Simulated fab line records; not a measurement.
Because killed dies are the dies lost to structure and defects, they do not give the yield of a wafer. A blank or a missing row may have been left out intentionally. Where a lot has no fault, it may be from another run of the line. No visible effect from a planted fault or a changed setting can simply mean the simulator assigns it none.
fab line records	flow gf180mcu	part 1 of 2: steps 1 to 30 of 39
record: lots: 5	wafers: 15	lastDay: 33
route steps=602 shown SALICIDE@282 CONTACT@287 M1@315
lots that met no fault: taken from a fault-free run of the same line
startH: start of the lot's first displayed wafer, in hours after the record's first day	waitH: hours since the lot's step before	" identical to the entry in the row above	L1.1+2: several wafers, shown together as one row	- no value, or no start was given	* or withheld: withheld	< > ~ a bound
route shown NAME@n: NAME is a module with steps in the file, n the number in the route of the first one	usual: average and standard deviation across the fault-free wafers	same: alike in all rows	chamber/n: place in a boat	sites: per-site readings	_std_site: standard deviation of those values	_edge_site: the outer-site mean with the inner-site mean subtracted	radiusMm: for every site, how far away it sits from the centre of the wafer	mask NAME#n: copy n	behind: the last tool/chamber to shape the wafer	hold: the reason the lot was held/the length of the hold in hours/how it ended	device: names the non-switching transistor (n, p or np)	end of line: at the end of the route, the tests of the same wafers	a step without rows: its recipe alone	killed: not the wafer's yield, but the dies lost to structure and defects at the first sort	map: a wafer's dies, x killed, . not, _ none there
set.NAME: the setting the step ran with; set.NAME@STEP: the setting that earlier step ran with	model.NAME: the simulator's own value behind a step, which no gauge read
lots seen at some steps along the route; tables by step, rows by wafer
services: a tool's chamber out of use, with start hour (startH, from the record's first day; less than 0 if before it), hours out, and reason
== steps ==
step: GF_SALICIDE_RS_MEAS_04
recipe: thkMeasGauge: four-point-probe	reads: TiN_of_SALICIDE_SPUTTER_03+Co_of_SALICIDE_SPUTTER_02
usual: SALICIDE_TIN_RS: 16.5/0.35
lot.wafer	tool	chamber	startH	waitH	SALICIDE_TIN_RS[ohm/sq]
L074.3	filmMetro-03	-	343.86	0.1	17.0
L074.4	"	-	"	"	16.2
L074.6	"	-	"	"	16.9
L078.1	filmMetro-02	-	373.88	0.0	16.4
L078.4	"	-	"	"	15.9
L078.6	"	-	"	"	16.2
L081.1	filmMetro-03	-	411.67	0.0	17.1
L081.5	"	-	"	"	17.1
L081.6	"	-	"	"	17.0
L091.2	filmMetro-01	-	491.50	0.0	16.3
L091.5	"	-	"	"	16.4
L091.6	"	-	"	"	16.3
L092.1	filmMetro-01	-	493.61	0.0	16.6
L092.3	"	-	"	"	16.9
L092.4	"	-	"	"	16.2
step: GF_SALICIDE_THK_MEAS_05
recipe: thkMeasGauge: xrf	reads: TiN_of_SALICIDE_SPUTTER_03
usual: SALICIDE_TIN_THK: 20.1/0.36
lot.wafer	tool	chamber	startH	waitH	SALICIDE_TIN_THK[nm]
L074.3	filmMetro-03	-	343.96	0.1	19.6
L074.4	"	-	"	"	20.0
L074.6	"	-	"	"	19.7
L078.1	filmMetro-02	-	374.00	0.1	19.8
L078.4	"	-	"	"	20.2
L078.6	"	-	"	"	19.8
L081.1	filmMetro-03	-	411.79	0.1	20.1
L081.5	"	-	"	"	19.8
L081.6	"	-	"	"	20.0
L091.2	filmMetro-01	-	491.61	0.1	20.6
L091.5	"	-	"	"	20.3
L091.6	"	-	"	"	20.7
L092.1	filmMetro-01	-	493.73	0.1	19.9
L092.3	"	-	"	"	20.0
L092.4	"	-	"	"	20.1
step: GF_SALICIDE_RTA_06
recipe: tempC: 530	timeS: 30	ambient: N2
usual: lampPowerPct: 5.35/0.2	wafer_temp_C_max: 532.4/0.54
same: timeS: 30
lot.wafer	tool	chamber	startH	waitH	lampPowerPct	wafer_temp_C_max
L074.3	rtpAnneal-02	0	344.03	0.1	5.58	532.4
L074.4	"	0	"	"	5.57	532.7
L074.6	"	0	"	"	5.58	532.7
L078.1	rtpAnneal-02	0	374.06	0.1	5.57	532.0
L078.4	"	0	"	"	5.58	532.5
L078.6	"	0	"	"	5.58	532.6
L081.1	rtpAnneal-01	0	411.85	0.1	5.17	532.4
L081.5	"	0	"	"	5.18	532.5
L081.6	"	0	"	"	5.18	532.7
L091.2	rtpAnneal-01	0	491.68	0.1	5.18	532.4
L091.5	"	0	"	"	5.18	532.2
L091.6	"	0	"	"	5.18	533.8
L092.1	rtpAnneal-02	0	493.79	0.1	5.59	532.5
L092.3	"	0	"	"	5.59	532.1
L092.4	"	0	"	"	5.58	531.3
step: GF_SALICIDE_WET_ETCH_07
recipe: chemistry: SPM	targetDepthNm: 120	dry: n2Spin
lot.wafer	tool	chamber	startH	waitH
L074.3+4+6	wetBench-01	3	344.10	0.1
L078.1+4+6	wetBench-01	1	374.16	0.1
L081.1+5+6	wetBench-01	0	411.95	0.1
L091.2+5+6	wetBench-02	3	491.76	0.1
L092.1+3+4	wetBench-02	3	493.89	0.1
step: GF_SALICIDE_RTA_08
recipe: tempC: 800	timeS: 30	ambient: N2
usual: lampPowerPct: 15.1/0.54	wafer_temp_C_max: 803.6/0.68
same: timeS: 30
lot.wafer	tool	chamber	startH	waitH	lampPowerPct	wafer_temp_C_max
L074.3	rtpAnneal-01	0	344.22	0.0	14.4	803.8
L074.4	"	0	"	"	14.4	803.4
L074.6	"	0	"	"	14.4	804.8
L078.1	rtpAnneal-01	0	374.25	0.0	14.4	803.4
L078.4	"	0	"	"	14.4	802.8
L078.6	"	0	"	"	14.4	803.9
L081.1	rtpAnneal-02	0	412.05	0.0	15.5	803.1
L081.5	"	0	"	"	15.5	804.8
L081.6	"	0	"	"	15.5	803.6
L091.2	rtpAnneal-02	0	491.90	0.0	15.5	802.8
L091.5	"	0	"	"	15.5	804.3
L091.6	"	0	"	"	15.5	803.9
L092.1	rtpAnneal-01	0	494.01	0.0	14.4	803.8
L092.3	"	0	"	"	14.4	804.2
L092.4	"	0	"	"	14.4	803.9
step: GF_CONTACT_CVD_00
recipe: material: SiO2	targetThkNm: 300	sigmaOpenFrac: 0.3	tempC: 400	timeS: 50	sih4FlowSccm: 60	pressureMtorr: 6
same: timeS: 50
lot.wafer	tool	chamber	startH	waitH
L074.3+4+6	hdpcvd-01	2,2,0	344.29	0.1
L078.1+4+6	hdpcvd-01	2,1,0	374.35	0.1
L081.1+5+6	hdpcvd-01	2,0,2	412.15	0.1
L091.2+5+6	hdpcvd-01	0,1,0	491.98	0.1
L092.1+3+4	hdpcvd-01	0,1,2	494.11	0.1
step: GF_CONTACT_THK_MEAS_01
recipe: reads: SiO2_of_CONTACT_CVD_00
usual: CONTACT_CVD_00_THK: 303/4.4
lot.wafer	tool	chamber	startH	waitH	CONTACT_CVD_00_THK[nm]
L074.3	filmMetro-03	-	344.35	0.0	302
L074.4	"	-	"	"	302
L074.6	"	-	"	"	301
L078.1	filmMetro-01	-	374.39	0.0	301
L078.4	"	-	"	"	306
L078.6	"	-	"	"	303
L081.1	filmMetro-01	-	412.19	0.0	301
L081.5	"	-	"	"	302
L081.6	"	-	"	"	302
L091.2	filmMetro-04	-	492.03	0.0	303
L091.5	"	-	"	"	300
L091.6	"	-	"	"	304
L092.1	filmMetro-04	-	494.16	0.0	303
L092.3	"	-	"	"	298
L092.4	"	-	"	"	305
step: GF_CONTACT_CVD_02
recipe: material: SiO2	targetThkNm: 860	precursor: TEOS	tempC: 400	timeS: 95.992	rfW: 600
usual: heaterPowerW: 641/87
same: timeS: 95.992
lot.wafer	tool	chamber	startH	waitH	heaterPowerW
L074.3	pecvd-02	2	344.39	0.0	632
L074.4	"	0	"	"	543
L074.6	"	2	"	"	681
L078.1	pecvd-01	2	374.45	0.1	745
L078.4	"	2	"	"	799
L078.6	"	0	"	"	710
L081.1	pecvd-03	0	412.25	0.1	691
L081.5	"	0	"	"	558
L081.6	"	2	"	"	607
L091.2	pecvd-02	0	492.08	0.0	528
L091.5	"	1	"	"	741
L091.6	"	2	"	"	665
L092.1	pecvd-02	2	494.22	0.1	597
L092.3	"	1	"	"	761
L092.4	"	1	"	"	797
step: GF_CONTACT_THK_MEAS_03
recipe: reads: SiO2_of_CONTACT_CVD_02
usual: CONTACT_CVD_02_THK: 857/14
lot.wafer	tool	chamber	startH	waitH	CONTACT_CVD_02_THK[nm]
L074.3	filmMetro-01	-	344.48	0.1	833
L074.4	"	-	"	"	858
L074.6	"	-	"	"	854
L078.1	filmMetro-03	-	374.52	0.0	855
L078.4	"	-	"	"	860
L078.6	"	-	"	"	869
L081.1	filmMetro-03	-	412.32	0.0	884
L081.5	"	-	"	"	890
L081.6	"	-	"	"	880
L091.2	filmMetro-04	-	492.16	0.0	853
L091.5	"	-	"	"	868
L091.6	"	-	"	"	861
L092.1	filmMetro-03	-	494.29	0.0	848
L092.3	"	-	"	"	842
L092.4	"	-	"	"	855
step: GF_CONTACT_CMP_04
recipe: material: SiO2	downForcePsi: 4	platenRpm: 60	padVelocityMS: 0.94248
usual: motorCurrentA: 12.3/1	timeToEndpointS: 109/8.3
lot.wafer	tool	chamber	startH	waitH	motorCurrentA	timeToEndpointS
L074.4	cmp-02	3	344.62	0.1	13.3	105
L074.3	"	0	"	"	11.3	100
L074.6	"	1	"	"	11.3	102
L078.1	cmp-02	3	374.58	0.1	12.7	104
L078.4	"	1	"	"	11.6	100
L078.6	"	0	"	"	11.8	109
L081.1	cmp-01	2	412.38	0.1	12.7	109
L081.6	"	2	"	"	12.9	108
L081.5	"	3	"	"	12.3	126
L091.2	cmp-01	1	492.36	0.2	13.5	108
L091.6	"	2	"	"	13.3	110
L091.5	"	3	"	"	12.9	122
L092.4	cmp-01	3	494.40	0.1	12.6	120
L092.3	"	0	"	"	12.4	114
L092.1	"	1	"	"	12.8	110
step: GF_CONTACT_BOW_MEAS_05
recipe: mode: bow
usual: CONTACT_BOW: 65/7.2
lot.wafer	tool	chamber	startH	waitH	CONTACT_BOW[um]
L074.3	filmMetro-01	-	344.86	0.1	58
L074.4	"	-	"	"	55
L074.6	"	-	"	"	52
L078.1	filmMetro-03	-	374.88	0.2	67
L078.4	"	-	"	"	69
L078.6	"	-	"	"	46
L081.1	filmMetro-01	-	412.68	0.2	59
L081.5	"	-	"	"	58
L081.6	"	-	"	"	60
L091.2	filmMetro-01	-	492.53	0.1	69
L091.5	"	-	"	"	70
L091.6	"	-	"	"	66
L092.1	filmMetro-04	-	494.65	0.1	58
L092.3	"	-	"	"	55
L092.4	"	-	"	"	72
step: GF_CONTACT_DEHYDRATE_06
recipe: tempC: 200	timeS: 60
same: timeS: 60
lot.wafer	tool	chamber	startH	waitH
L074.3+4+6	lithoTrack-03	0	354.82	9.9
L078.1+4+6	lithoTrack-02	0	386.01	11.1
L081.1+5+6	lithoTrack-01	0	424.34	11.6
L091.2+5+6	lithoTrack-01	0	503.76	11.2
L092.1+3+4	lithoTrack-02	0	505.96	11.3
step: GF_CONTACT_HMDS_07
recipe: primeTimeS: 60	primeTempC: 120
lot.wafer	tool	chamber	startH	waitH
L074.3+4+6	lithoTrack-03	0	354.97	0.1
L078.1+4+6	lithoTrack-02	0	386.16	0.1
L081.1+5+6	lithoTrack-01	0	424.49	0.1
L091.2+5+6	lithoTrack-01	0	503.91	0.1
L092.1+3+4	lithoTrack-02	0	506.11	0.1
step: GF_CONTACT_COAT_08
recipe: resist: BARC	tempC: withheld	timeS: withheld	spinRpm: withheld	resistThkNm: withheld
lot.wafer	tool	chamber	startH	waitH
L074.3+4+6	lithoTrack-03	0	355.12	0.1
L078.1+4+6	lithoTrack-02	0	386.31	0.1
L081.1+5+6	lithoTrack-01	0	424.64	0.1
L091.2+5+6	lithoTrack-01	0	504.06	0.1
L092.1+3+4	lithoTrack-02	0	506.26	0.1
step: GF_CONTACT_COAT_09
recipe: resist: KrF	spinRpm: withheld	resistThkNm: 1000
lot.wafer	tool	chamber	startH	waitH
L074.3+4+6	lithoTrack-03	0	-	-
L078.1+4+6	lithoTrack-02	0	-	-
L081.1+5+6	lithoTrack-01	0	-	-
L091.2+5+6	lithoTrack-01	0	-	-
L092.1+3+4	lithoTrack-02	0	-	-
step: GF_CONTACT_SOFTBAKE_10
recipe: tempC: 130	timeS: 60	resist: KrF
same: timeS: 60
lot.wafer	tool	chamber	startH	waitH
L074.3+4+6	lithoTrack-03	0	-	-
L078.1+4+6	lithoTrack-02	0	-	-
L081.1+5+6	lithoTrack-01	0	-	-
L091.2+5+6	lithoTrack-01	0	-	-
L092.1+3+4	lithoTrack-02	0	-	-
step: GF_CONTACT_EXPOSE_11
recipe: maskId: Contact	targetCdNm: 220	na: 0.68	sourceShape: conventional	sigmaOuter: 0.6	doseMj: 38
usual: reticleTempC: 23.01/0.1
lot.wafer	tool	chamber	startH	waitH	mask	reticleTempC
L074.3	krfScanner-01	0	-	-	Contact#0	22.76
L074.4	"	0	"	"	Contact#0	22.80
L074.6	"	0	"	"	Contact#0	22.88
L078.1	krfScanner-01	0	-	-	Contact#0	23.08
L078.4	"	0	"	"	Contact#0	23.01
L078.6	"	0	"	"	Contact#0	23.05
L081.1	krfScanner-02	0	-	-	Contact#0	23.14
L081.5	"	0	"	"	Contact#0	23.04
L081.6	"	0	"	"	Contact#0	23.10
L091.2	krfScanner-01	0	-	-	Contact#0	22.89
L091.5	"	0	"	"	Contact#0	23.00
L091.6	"	0	"	"	Contact#0	22.99
L092.1	krfScanner-01	0	-	-	Contact#0	23.02
L092.3	"	0	"	"	Contact#0	22.97
L092.4	"	0	"	"	Contact#0	22.94
step: GF_CONTACT_PEB_12
recipe: pebTempC: 135	pebTimeS: 86.8	resist: KrF
same: pebTimeS: 86.8
lot.wafer	tool	chamber	startH	waitH
L074.3+4+6	lithoTrack-03	0	-	-
L078.1+4+6	lithoTrack-01	0	-	-
L081.1+5+6	lithoTrack-02	0	-	-
L091.2+5+6	lithoTrack-01	0	-	-
L092.1+3+4	lithoTrack-03	0	-	-
step: GF_CONTACT_DEVELOP_13
recipe: developTimeS: 60	resist: KrF	devTempC: 21
lot.wafer	tool	chamber	startH	waitH
L074.3+4+6	lithoTrack-03	0	365.87	0.1
L078.1+4+6	lithoTrack-01	0	398.19	0.2
L081.1+5+6	lithoTrack-02	0	436.86	0.2
L091.2+5+6	lithoTrack-01	0	515.91	0.2
L092.1+3+4	lithoTrack-03	0	517.82	0.2
step: GF_CONTACT_CD_MEAS_14
recipe: targetCdNm: 220
usual: cdNm: 219.4/1.3
lot.wafer	tool	chamber	startH	waitH	cdNm
L074.3	cdSem-02	-	366.01	0.1	218.9
L074.4	"	-	"	"	218.8
L074.6	"	-	"	"	219.5
L078.1	cdSem-01	-	398.34	0.1	217.1
L078.4	"	-	"	"	217.8
L078.6	"	-	"	"	217.1
L081.1	cdSem-01	-	437.01	0.1	218.5
L081.5	"	-	"	"	220.6
L081.6	"	-	"	"	220.6
L091.2	cdSem-01	-	516.06	0.1	218.1
L091.5	"	-	"	"	217.4
L091.6	"	-	"	"	218.2
L092.1	cdSem-02	-	517.97	0.1	218.7
L092.3	"	-	"	"	217.3
L092.4	"	-	"	"	219.1
step: GF_CONTACT_OVL_MEAS_15
usual: CONTACT_OVL: -1/5.6
lot.wafer	tool	chamber	startH	waitH	CONTACT_OVL[nm]
L074.3	overlay-02	-	366.11	0.1	-3
L074.4	"	-	"	"	-3
L074.6	"	-	"	"	1
L078.1	overlay-01	-	398.46	0.1	-5
L078.4	"	-	"	"	-2
L078.6	"	-	"	"	-7
L081.1	overlay-02	-	437.13	0.1	-16
L081.5	"	-	"	"	-13
L081.6	"	-	"	"	-10
L091.2	overlay-01	-	516.17	0.1	2
L091.5	"	-	"	"	-7
L091.6	"	-	"	"	-3
L092.1	overlay-01	-	518.09	0.1	-6
L092.3	"	-	"	"	-4
L092.4	"	-	"	"	-1
step: GF_CONTACT_ETCH_16
recipe: chemistry: N2/H2	targetDepthA: withheld	overetchA: withheld	timeS: withheld	target: BARC	ionEnergyEv: 200	sourceW: 500	biasW: 100	pressureMtorr: 30	n2FlowSccm: 100	h2FlowSccm: 200
usual: drypumpMotorCurrentA: 5.9/0.53	oesProductAu: 0.855/0.0046	throttleValvePct: 13.224/0.0085
lot.wafer	tool	chamber	startH	waitH	drypumpMotorCurrentA	oesProductAu	throttleValvePct
L074.3	rieDiel-03	3	366.13	0.0	6.4	0.850	13.240
L074.4	"	0	"	"	5.2	0.853	13.214
L074.6	"	3	"	"	6.5	0.849	13.221
L078.1	rieDiel-04	1	398.50	0.0	6.1	0.852	13.228
L078.4	"	2	"	"	5.9	0.853	13.216
L078.6	"	1	"	"	6.1	0.855	13.222
L081.1	rieDiel-04	3	437.17	0.0	6.7	0.852	13.223
L081.5	"	2	"	"	5.9	0.852	13.223
L081.6	"	3	"	"	6.7	0.854	13.225
L091.2	rieDiel-03	0	516.20	0.0	5.2	0.856	13.236
L091.5	"	1	"	"	5.1	0.854	13.232
L091.6	"	2	"	"	6.6	0.861	13.215
L092.1	rieDiel-04	0	518.13	0.0	5.3	0.850	13.223
L092.3	"	3	"	"	6.7	0.856	13.227
L092.4	"	1	"	"	6.1	0.853	13.210
step: GF_CONTACT_ETCH_17
recipe: chemistry: C4F8/O2/Ar	maskMaterial: KrF	target: SiO2	stopOn: CoSi2	sourceW: 1500	biasW: 1200	pressureMtorr: 40	c4f8FlowSccm: withheld	O2_flow_sccm: 6	Ar_flow_sccm: 300	timeS: withheld	targetDepthA: 8600
usual: oesProductAu: 0.816/0.0051
lot.wafer	tool	chamber	startH	waitH	oesProductAu
L074.3	rieDiel-03	3	-	-	0.815
L074.4	"	0	"	"	0.814
L074.6	"	3	"	"	0.808
L078.1	rieDiel-04	1	-	-	0.819
L078.4	"	2	"	"	0.820
L078.6	"	1	"	"	0.817
L081.1	rieDiel-04	3	-	-	0.823
L081.5	"	2	"	"	0.819
L081.6	"	3	"	"	0.816
L091.2	rieDiel-03	0	-	-	0.811
L091.5	"	1	"	"	0.813
L091.6	"	2	"	"	0.815
L092.1	rieDiel-04	0	-	-	0.817
L092.3	"	3	"	"	0.816
L092.4	"	1	"	"	0.812
step: GF_CONTACT_STRIP_18
recipe: chemistry: O2/N2	powerW: 1400	pressureMtorr: 1500	platenTempC: 250	o2FlowSccm: 3000	n2FlowSccm: 300	overashFraction: 0.5
usual: drypumpMotorCurrentA: 5.7/0.59	heaterPowerW: 342/32	oesProductAu: 0.580/0.0051
lot.wafer	tool	chamber	startH	waitH	drypumpMotorCurrentA	heaterPowerW	oesProductAu	rfHoursCounterH
L074.3	plasmaAsher-01	0	366.33	-	6.6	374	0.580	-
L074.4	"	1	"	"	5.2	342	0.577	-
L074.6	"	0	"	"	6.6	387	0.582	-
L078.1	plasmaAsher-03	1	398.66	-	5.6	295	0.591	68
L078.4	"	1	"	"	5.5	284	0.583	-
L078.6	"	0	"	"	5.6	366	0.582	-
L081.1	plasmaAsher-01	0	437.33	-	6.6	365	0.580	1
L081.5	"	1	"	"	5.2	355	0.573	-
L081.6	"	0	"	"	6.6	367	0.574	-
L091.2	plasmaAsher-01	1	516.36	-	5.2	362	0.574	8
L091.5	"	1	"	"	5.2	360	0.585	-
L091.6	"	0	"	"	6.6	377	0.575	-
L092.1	plasmaAsher-04	1	518.29	-	6.6	316	0.581	91
L092.3	"	0	"	"	5.0	347	0.584	-
L092.4	"	1	"	"	6.6	316	0.579	-
step: GF_CONTACT_CLEAN_19
recipe: chemistry: SPM
lot.wafer	tool	chamber	startH	waitH
L074.3+4+6	wetBench-03	1	366.39	0.0
L078.1+4+6	wetBench-04	1	398.76	0.1
L081.1+5+6	wetBench-04	2	437.43	0.1
L091.2+5+6	wetBench-01	2	516.46	0.1
L092.1+3+4	wetBench-04	2	518.39	0.1
step: GF_CONTACT_CLEAN_20
recipe: chemistry: DIW
lot.wafer	tool	chamber	startH	waitH
L074.3+4+6	wetBench-01	0	366.49	0.0
L078.1+4+6	wetBench-01	1	398.85	0.0
L081.1+5+6	wetBench-01	3	437.52	0.0
L091.2+5+6	wetBench-03	2	516.55	0.0
L092.1+3+4	wetBench-01	1	518.48	0.0
step: GF_CONTACT_CLEAN_21
recipe: chemistry: dHF	timeS: 20	dilution: 100:1	dry: ipaMarangoni
same: timeS: 20
lot.wafer	tool	chamber	startH	waitH
L074.3+4+6	wetBench-03	3	366.58	0.0
L078.1+4+6	wetBench-04	1	398.95	0.0
L081.1+5+6	wetBench-03	3	437.62	0.0
L091.2+5+6	wetBench-01	2	516.73	0.0
L092.1+3+4	wetBench-04	2	518.57	0.0
step: GF_CONTACT_SPUTTER_22
recipe: material: Ti	targetThkNm: 15	chamberPressurePa: 5	powerW: 2500	substrateTempC: 200	timeS: 80.02
usual: throttleValvePct: 29.9/0.86
same: timeS: 80.02
lot.wafer	tool	chamber	startH	waitH	throttleValvePct
L074.3	pvdSputter-02	-	366.59	0.0	29.9
L074.4	"	-	"	"	29.2
L074.6	"	-	"	"	28.8
L078.1	pvdSputter-03	-	398.97	0.0	31.7
L078.4	"	-	"	"	30.0
L078.6	"	-	"	"	29.8
L081.1	pvdSputter-04	-	437.63	0.0	30.4
L081.5	"	-	"	"	30.7
L081.6	"	-	"	"	30.0
L091.2	pvdSputter-02	-	516.75	0.0	28.8
L091.5	"	-	"	"	29.1
L091.6	"	-	"	"	29.1
L092.1	pvdSputter-03	-	518.59	0.0	30.0
L092.3	"	-	"	"	29.8
L092.4	"	-	"	"	31.5
step: GF_CONTACT_SPUTTER_23
recipe: material: TiN	targetThkNm: 10	chamberPressurePa: 5	powerW: 4000	timeS: 40
usual: throttleValvePct: 29.9/0.87
same: timeS: 40
lot.wafer	tool	chamber	startH	waitH	throttleValvePct
L074.3	pvdSputter-02	-	366.65	0.0	30.1
L074.4	"	-	"	"	28.8
L074.6	"	-	"	"	29.0
L078.1	pvdSputter-03	-	399.03	0.0	31.7
L078.4	"	-	"	"	30.1
L078.6	"	-	"	"	30.0
L081.1	pvdSputter-04	-	437.69	0.0	30.7
L081.5	"	-	"	"	30.7
L081.6	"	-	"	"	30.1
L091.2	pvdSputter-02	-	516.81	0.0	29.2
L091.5	"	-	"	"	28.9
L091.6	"	-	"	"	28.9
L092.1	pvdSputter-03	-	518.65	0.0	30.2
L092.3	"	-	"	"	29.9
L092.4	"	-	"	"	31.7
step: GF_CONTACT_CVD_24
recipe: material: W	targetThkNm: 300	timeS: 90.339	tempC: 401.2	pressureTorr: 40
usual: heaterPowerW: 797/83
same: timeS: 90.339
lot.wafer	tool	chamber	startH	waitH	heaterPowerW
L074.3	cvdW-01	1	366.72	0.1	856
L074.4	"	0	"	"	813
L074.6	"	0	"	"	845
L078.1	cvdW-01	1	399.07	0.0	843
L078.4	"	0	"	"	851
L078.6	"	1	"	"	853
L081.1	cvdW-01	1	437.73	0.0	862
L081.5	"	1	"	"	859
L081.6	"	0	"	"	805
L091.2	cvdW-02	1	516.85	0.0	641
L091.5	"	0	"	"	803
L091.6	"	1	"	"	659
L092.1	cvdW-02	0	518.69	0.0	824
L092.3	"	1	"	"	640
L092.4	"	0	"	"	835
